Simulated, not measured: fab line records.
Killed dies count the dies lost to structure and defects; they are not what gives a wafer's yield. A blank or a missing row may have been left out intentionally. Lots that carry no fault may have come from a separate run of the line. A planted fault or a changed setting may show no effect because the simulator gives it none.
A single fault, viewed from 2 desks | flow gf180mcu | numbers are kept per desk, each desk with only its own; the story behind them comes last

AT THE TOOL OWNER'S DESK: plasmaAsher-03
The tool's own readings at GF_NWELL_STRIP_10 (strips in O2/N2): means of the sampled wafers that have a number, for each lot that ran on this tool. Marked OUT: a lot whose mean sits more than 4 standard deviations from the usual mean, which makes it out of limits; the brackets give that distance.
Columns: A = drypumpMotorCurrentA at GF_NWELL_STRIP_10, usual 5.6 A; B = heaterPowerW at GF_NWELL_STRIP_10, usual 344 W; C = n2FlowSccm at GF_NWELL_STRIP_10, usual 300.0 sccm; D = o2FlowSccm at GF_NWELL_STRIP_10, usual 3001 sccm; E = oesProductAu at GF_NWELL_STRIP_10, usual 0.722 a.u.; F = stripTimeToEndpointS at GF_NWELL_STRIP_10, usual 36.93 s
lot  | first seen here | A   | B   | C     | D    | E               | F
L710 | day 3 23:59     | 5.9 | 366 | 300.4 | 3002 | 0.721           | 36.86
L714 | day 4 21:02     | 6.1 | 385 | 299.2 | 3000 | 0.717           | 36.94
L716 | day 5 09:55     | 5.9 | 366 | 300.2 | 3012 | 0.717           | 36.96
L718 | day 5 21:11     | 5.9 | 360 | 300.1 | 3014 | 0.964 (+59) OUT | -
L727 | day 7 21:35     | 6.1 | 383 | 299.1 | 3005 | 0.723           | 36.84
Finding of this desk: L718 out of limits; the first was L718 at day 5 21:11, on oesProductAu at GF_NWELL_STRIP_10. L710, L714, L716, L727: within limits.

AT THE METROLOGY DESK
Means of the sampled wafers that have a number, per lot and without regard to the tool the lot ran on: this is what the gauges read. Marked OUT: a lot whose mean sits more than 4 standard deviations from the usual mean, which makes it out of limits; the brackets give that distance.
Columns: A = cdNm at GF_STI_CD_MEAS_12, usual 219.8 nm; B = NWELL_OVL at GF_NWELL_OVL_MEAS_07, usual -1.2 nm; C = LVPWELL_TW at GF_LVPWELL_TW_MEAS_11, usual 557; D = MVSD_OVL at GF_MVSD_OVL_MEAS_07, usual 0.6 nm
lot  | first seen here | A     | B    | C              | D
L707 | day 2 01:39     | 218.3 | -2.3 | 560            | -0.2
L709 | day 2 12:29     | 219.5 | -1.4 | 554            | -0.7
L710 | day 2 16:53     | 219.5 | -2.2 | 553            | 0.2
L712 | day 3 03:49     | 218.8 | -0.1 | 561            | 0.5
L713 | day 3 07:07     | 218.7 | -1.3 | 554            | 0.6
L714 | day 3 12:59     | 222.3 | -1.2 | 551            | 0.3
L715 | day 3 18:54     | 219.5 | 1.1  | 561            | -1.1
L716 | day 4 00:11     | 219.6 | 1.8  | 565            | -0.3
L718 | day 4 10:11     | 220.4 | -1.6 | 517 (-8.8) OUT | 2.7
L719 | day 4 15:13     | 219.6 | -1.6 | 556            | 1.3
L727 | day 6 08:05     | 219.4 | -1.6 | 566            | 1.3
L728 | day 6 13:46     | 219.3 | -1.2 | 551            | 0.0
L730 | day 6 23:58     | 220.6 | -0.7 | 552            | -0.2
Per this desk, out of limits: L718; the first was L718, day 6 12:57 (LVPWELL_TW at GF_LVPWELL_TW_MEAS_11). L707, L709, L710, L712, L713, L714, L715, L716, L719, L727, L728, L730: within limits.

TAKEN TOGETHER
The tool owner's desk could have raised an alarm at day 5 21:11, on L718.
The metrology desk could have raised an alarm at day 6 12:57, on L718.
Of the lots named, all ran GF_NWELL_STRIP_10 on plasmaAsher-03.

WHAT WAS PUT IN BY THE SIMULATOR
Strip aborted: plasmaAsher-03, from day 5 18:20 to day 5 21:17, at GF_NWELL_STRIP_10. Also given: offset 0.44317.
Struck lots among those shown: L718.
Counting hours from when the fault started, the first reading out of limits came at 3 for the tool owner's desk and at 19 for the metrology desk.
